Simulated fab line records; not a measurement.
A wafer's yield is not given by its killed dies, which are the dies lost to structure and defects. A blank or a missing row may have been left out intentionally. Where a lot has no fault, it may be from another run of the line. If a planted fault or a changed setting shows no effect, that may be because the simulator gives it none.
Split-lot experiment / flow sky130 / 27 wafers read from 5 lots, route of 708 steps

THE SPLIT ITSELF
At SKY_METAL1_DEVELOP_14 (develop time 60 s), the setting develop time s was moved away from the recipe's 60 s on 12 of the 27 wafers read, by -47.8% to +29.7%. For the rest of the wafers, this setting stayed at what the recipe calls for.

There is no step in the file separating the split from the reading.

THE READING
cd nm (nm) at SKY_METAL1_CD_MEAS_15, where the cd target is 140 nm. On this fab line, fault-free wafers typically give 140.6 nm with a standard deviation of 1.5 nm.

wafer=L075.1; tool, chamber at the split=litho track-04, 0; develop time s as run, s=60; against the recipe=recipe; cd nm, nm=140.8; against lot-mates on the recipe=-
wafer=L075.2; tool, chamber at the split=litho track-04, 0; develop time s as run, s=76.54; against the recipe=+27.6%; cd nm, nm=136.8; against lot-mates on the recipe=-4.8
wafer=L075.3; tool, chamber at the split=litho track-04, 0; develop time s as run, s=60; against the recipe=recipe; cd nm, nm=141.7; against lot-mates on the recipe=-
wafer=L075.4; tool, chamber at the split=litho track-04, 0; develop time s as run, s=76.54; against the recipe=+27.6%; cd nm, nm=137.4; against lot-mates on the recipe=-4.2
wafer=L075.5; tool, chamber at the split=litho track-04, 0; develop time s as run, s=76.54; against the recipe=+27.6%; cd nm, nm=136.8; against lot-mates on the recipe=-4.8
wafer=L075.6; tool, chamber at the split=litho track-04, 0; develop time s as run, s=60; against the recipe=recipe; cd nm, nm=142.4; against lot-mates on the recipe=-
wafer=L076.2; tool, chamber at the split=litho track-01, 0; develop time s as run, s=60; against the recipe=recipe; cd nm, nm=140.4; against lot-mates on the recipe=-
wafer=L076.3; tool, chamber at the split=litho track-01, 0; develop time s as run, s=60; against the recipe=recipe; cd nm, nm=138.4; against lot-mates on the recipe=-
wafer=L076.5; tool, chamber at the split=litho track-01, 0; develop time s as run, s=60; against the recipe=recipe; cd nm, nm=139.1; against lot-mates on the recipe=-
wafer=L077.1; tool, chamber at the split=litho track-04, 0; develop time s as run, s=31.32; against the recipe=-47.8%; cd nm, nm=153.2; against lot-mates on the recipe=+11.9
wafer=L077.2; tool, chamber at the split=litho track-04, 0; develop time s as run, s=31.32; against the recipe=-47.8%; cd nm, nm=155.3; against lot-mates on the recipe=+14.0
wafer=L077.3; tool, chamber at the split=litho track-04, 0; develop time s as run, s=31.32; against the recipe=-47.8%; cd nm, nm=155.4; against lot-mates on the recipe=+14.1
wafer=L077.4; tool, chamber at the split=litho track-04, 0; develop time s as run, s=60; against the recipe=recipe; cd nm, nm=141.1; against lot-mates on the recipe=-
wafer=L077.5; tool, chamber at the split=litho track-04, 0; develop time s as run, s=60; against the recipe=recipe; cd nm, nm=141.1; against lot-mates on the recipe=-
wafer=L077.6; tool, chamber at the split=litho track-04, 0; develop time s as run, s=60; against the recipe=recipe; cd nm, nm=141.7; against lot-mates on the recipe=-
wafer=L079.1; tool, chamber at the split=litho track-01, 0; develop time s as run, s=36.2; against the recipe=-39.7%; cd nm, nm=148.0; against lot-mates on the recipe=+9.3
wafer=L079.2; tool, chamber at the split=litho track-01, 0; develop time s as run, s=60; against the recipe=recipe; cd nm, nm=138.9; against lot-mates on the recipe=-
wafer=L079.3; tool, chamber at the split=litho track-01, 0; develop time s as run, s=36.2; against the recipe=-39.7%; cd nm, nm=149.5; against lot-mates on the recipe=+10.8
wafer=L079.4; tool, chamber at the split=litho track-01, 0; develop time s as run, s=60; against the recipe=recipe; cd nm, nm=138.4; against lot-mates on the recipe=-
wafer=L079.5; tool, chamber at the split=litho track-01, 0; develop time s as run, s=60; against the recipe=recipe; cd nm, nm=138.8; against lot-mates on the recipe=-
wafer=L079.6; tool, chamber at the split=litho track-01, 0; develop time s as run, s=36.2; against the recipe=-39.7%; cd nm, nm=148.2; against lot-mates on the recipe=+9.5
wafer=L083.1; tool, chamber at the split=litho track-01, 0; develop time s as run, s=60; against the recipe=recipe; cd nm, nm=139.3; against lot-mates on the recipe=-
wafer=L083.2; tool, chamber at the split=litho track-01, 0; develop time s as run, s=60; against the recipe=recipe; cd nm, nm=140.0; against lot-mates on the recipe=-
wafer=L083.3; tool, chamber at the split=litho track-01, 0; develop time s as run, s=77.82; against the recipe=+29.7%; cd nm, nm=134.6; against lot-mates on the recipe=-4.6
wafer=L083.4; tool, chamber at the split=litho track-01, 0; develop time s as run, s=77.82; against the recipe=+29.7%; cd nm, nm=134.5; against lot-mates on the recipe=-4.7
wafer=L083.5; tool, chamber at the split=litho track-01, 0; develop time s as run, s=60; against the recipe=recipe; cd nm, nm=138.4; against lot-mates on the recipe=-
wafer=L083.6; tool, chamber at the split=litho track-01, 0; develop time s as run, s=77.82; against the recipe=+29.7%; cd nm, nm=134.7; against lot-mates on the recipe=-4.5

FIT RESULTS
A straight line over all 27 wafers: cd nm changes by -0.228 nm for each +1% of develop time s; r = -0.95; the points scatter about the line by 1.9 nm.
The same after taking each lot's own level away (the mean of its wafers on the recipe; 27 wafers): -0.231 nm for each +1%; r = -0.98; scatter 1.2 nm.
That fit puts the effect of the largest move of develop time s on the reading at 11 nm.
From 138.70 to 141.63 nm: that is the span of the lots' own levels, equal to 2.0 times the standard deviation above.
So the lot-to-lot level changes the slope little: the two slopes agree.
Check: for one of the wafers moved furthest among these (-47.8%), held out of the fit, the line's prediction against its lot-mates is +11.8 nm. Against them it came out at +11.9 nm.

THE OTHER SPLITS THESE WAFERS WENT THROUGH
Before the reading, these wafers also passed through other splits. Each is held against what the fit with the lots' levels taken away leaves over:
other split on the same wafers=SKY_SONOS_ONO_DEVELOP_12 develop time s; wafers away from the commonest value=12; r with cd nm (lot level and that fit taken away)=+0.09
other split on the same wafers=SKY_POLY_GATE_DEVELOP_12 develop time s; wafers away from the commonest value=9; r with cd nm (lot level and that fit taken away)=-0.11
other split on the same wafers=SKY_LOCAL_INTERCONNECT_SPUTTER_00 time s; wafers away from the commonest value=12; r with cd nm (lot level and that fit taken away)=-0.19
other split on the same wafers=SKY_CONTACT_DEVELOP_13 develop time s; wafers away from the commonest value=12; r with cd nm (lot level and that fit taken away)=-0.10

THE WHOLE CHAIN: every reading that the file lists as answering this split, in the file's order
step=SKY_METAL1_CD_MEAS_15; what it does=target cd 140 nm; reading=cd nm; change (the file's fit)=-0.235 nm for each +1% of the setting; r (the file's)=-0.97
step=SKY_METAL1_DESCUM_17; what it does=chemistry O2, time 8 s; reading=METAL1.cd nm (the simulator's own value, which no gauge read); change (the file's fit)=-0.229 nm for each +1% of the setting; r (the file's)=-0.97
step=SKY_METAL1_METAL_ETCH_19; what it does=etches the open film in Cl2/BCl3, stops on SiO2, target depth 360 nm, time 78 s; reading=METAL1.cd nm (the simulator's own value, which no gauge read); change (the file's fit)=-0.217 nm for each +1% of the setting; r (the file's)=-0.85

THE FILE'S OWN FIT
cd nm changes by -0.235 nm for each +1% of develop time s, r = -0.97.
